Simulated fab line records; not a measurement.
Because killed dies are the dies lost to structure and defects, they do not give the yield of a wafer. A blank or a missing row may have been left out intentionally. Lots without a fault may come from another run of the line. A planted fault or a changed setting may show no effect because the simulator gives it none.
What tool caused it? :: flow sky130 :: 13 lots with 39 wafers sampled at 3 steps, on a route of 708 steps

## WHAT THE GAUGES READ, wafer by wafer
SKY_PASSIVATION_THK_MEAS_01. Usual: for PASSIVATION_CVD_00_THK the level is 89.9 nm and the standard deviation is 1.2.
lot: L863
measured: day 44 02:16
on: filmMetro-02
PASSIVATION_CVD_00_THK (nm): 89.2 89.8 90.5
flag: 

lot: L867
measured: day 45 10:55
on: filmMetro-01
PASSIVATION_CVD_00_THK (nm): 88.3 90.3 88.5
flag: 

lot: L868
measured: day 45 17:25
on: filmMetro-02
PASSIVATION_CVD_00_THK (nm): 88.7 88.9 90.2
flag: 

lot: L873
measured: day 47 10:43
on: filmMetro-02
PASSIVATION_CVD_00_THK (nm): 90.9 91.6 91.5
flag: 

lot: L875
measured: day 47 15:10
on: filmMetro-01
PASSIVATION_CVD_00_THK (nm): 89.5 89.6 92.1
flag: 

lot: L877
measured: day 48 07:52
on: filmMetro-02
PASSIVATION_CVD_00_THK (nm): 88.2 89.5 89.5
flag: 

lot: L878
measured: day 48 11:28
on: filmMetro-02
PASSIVATION_CVD_00_THK (nm): 89.4 90.4 92.5
flag: 

lot: L879
measured: day 48 13:50
on: filmMetro-04
PASSIVATION_CVD_00_THK (nm): 89.3 89.3 89.4
flag: 

lot: L881
measured: day 48 23:12
on: filmMetro-01
PASSIVATION_CVD_00_THK (nm): 89.8 91.4 89.1
flag: 

lot: L882
measured: day 49 02:23
on: filmMetro-02
PASSIVATION_CVD_00_THK (nm): 90.1 89.9 91.4
flag: 

lot: L883
measured: day 49 06:32
on: filmMetro-01
PASSIVATION_CVD_00_THK (nm): 92.2 90.7 93.0
flag: 

lot: L884
measured: day 49 07:35
on: filmMetro-02
PASSIVATION_CVD_00_THK (nm): 89.0 90.4 88.6
flag: 

lot: L885
measured: day 49 22:41
on: filmMetro-01
PASSIVATION_CVD_00_THK (nm): 89.1 89.7 90.6
flag: 

## EACH LOT AND THE TOOL THAT RAN IT (in order: tool; ch and the chambers of the sampled wafers; start)
lot: L863
SKY_CONTACT_HDPCVD_02: hdpcvd-01 ch 0,1,2, day 31 01:59
SKY_METAL5_SPUTTER_03: pvdSputter-01, day 43 02:23

lot: L867
SKY_CONTACT_HDPCVD_02: hdpcvd-01 ch 1,2, day 32 13:21
SKY_METAL5_SPUTTER_03: pvdSputter-02, day 44 12:02

lot: L868
SKY_CONTACT_HDPCVD_02: hdpcvd-01 ch 0,2, day 32 23:11
SKY_METAL5_SPUTTER_03: pvdSputter-02, day 44 18:19

lot: L873
SKY_CONTACT_HDPCVD_02: hdpcvd-02 ch 0,1, day 34 20:38
SKY_METAL5_SPUTTER_03: pvdSputter-02, day 46 13:23

lot: L875
SKY_CONTACT_HDPCVD_02: hdpcvd-02 ch 0,2, day 35 05:48
SKY_METAL5_SPUTTER_03: pvdSputter-02, day 46 18:29

lot: L877
SKY_CONTACT_HDPCVD_02: hdpcvd-01 ch 0,1, day 35 19:53
SKY_METAL5_SPUTTER_03: pvdSputter-02, day 47 11:37

lot: L878
SKY_CONTACT_HDPCVD_02: hdpcvd-02 ch 0,2, day 36 05:51
SKY_METAL5_SPUTTER_03: pvdSputter-04, day 47 15:20

lot: L879
SKY_CONTACT_HDPCVD_02: hdpcvd-01 ch 0,1,2, day 36 11:10
SKY_METAL5_SPUTTER_03: pvdSputter-04, day 47 18:32

lot: L881
SKY_CONTACT_HDPCVD_02: hdpcvd-01 ch 0,2, day 36 21:25
SKY_METAL5_SPUTTER_03: pvdSputter-04, day 48 04:02

lot: L882
SKY_CONTACT_HDPCVD_02: hdpcvd-01 ch 0,1, day 37 04:51
SKY_METAL5_SPUTTER_03: pvdSputter-02, day 48 07:18

lot: L883
SKY_CONTACT_HDPCVD_02: hdpcvd-01 ch 0,1,2, day 37 10:07
SKY_METAL5_SPUTTER_03: pvdSputter-01, day 48 11:08

lot: L884
SKY_CONTACT_HDPCVD_02: hdpcvd-02 ch 0,1,2, day 37 15:37
SKY_METAL5_SPUTTER_03: pvdSputter-04, day 48 12:51

lot: L885
SKY_CONTACT_HDPCVD_02: hdpcvd-02 ch 0,1,2, day 38 06:46
SKY_METAL5_SPUTTER_03: pvdSputter-02, day 49 04:41
- SKY_CONTACT_HDPCVD_02: deposits SiO2, target thk 565 nm, time 94.2 s.
- SKY_METAL5_SPUTTER_03: material Ti, target thk 5 nm, time 3.3 s.

## WHAT THE TOOLS THEMSELVES READ (means of the sampled wafers that have a number; where no wafer has one, the mark that the record gives instead)
SKY_METAL5_SPUTTER_03. Usual: throttleValvePct reads 30.0 % (standard deviation 0.92).
lot: L863
tool: pvdSputter-01
throttleValvePct (%): 30.3
flag: 

lot: L867
tool: pvdSputter-02
throttleValvePct (%): 30.2
flag: 

lot: L868
tool: pvdSputter-02
throttleValvePct (%): 30.3
flag: 

lot: L873
tool: pvdSputter-02
throttleValvePct (%): 30.2
flag: 

lot: L875
tool: pvdSputter-02
throttleValvePct (%): 30.3
flag: 

lot: L877
tool: pvdSputter-02
throttleValvePct (%): 30.9
flag: 

lot: L878
tool: pvdSputter-04
throttleValvePct (%): 29.7
flag: 

lot: L879
tool: pvdSputter-04
throttleValvePct (%): 29.6
flag: 

lot: L881
tool: pvdSputter-04
throttleValvePct (%): 29.2
flag: 

lot: L882
tool: pvdSputter-02
throttleValvePct (%): 30.3
flag: 

lot: L883
tool: pvdSputter-01
throttleValvePct (%): 29.5
flag: 

lot: L884
tool: pvdSputter-04
throttleValvePct (%): 29.3
flag: 

lot: L885
tool: pvdSputter-02
throttleValvePct (%): 29.7
flag: 

## THE ANSWER, worked out from the rows above alone
Rule: take the mean of a lot's wafers that have a number; if it is more than 3 standard deviations from the usual mean, the lot is off. A lot without any number at a reading at which 4 lots or more have one is off too. All remaining lots with rows at the step are treated as sound. The gauges are gone through in route order, then the tools' own readings, and for those a lot's mean is taken as printed above. At the first step where some lot is off, the reading lying furthest off is the one used; lots without a number count as furthest.
Across all readings shown, no lot is off: no conclusion can be drawn from this.

## WHAT THE SIMULATOR HAD INSERTED
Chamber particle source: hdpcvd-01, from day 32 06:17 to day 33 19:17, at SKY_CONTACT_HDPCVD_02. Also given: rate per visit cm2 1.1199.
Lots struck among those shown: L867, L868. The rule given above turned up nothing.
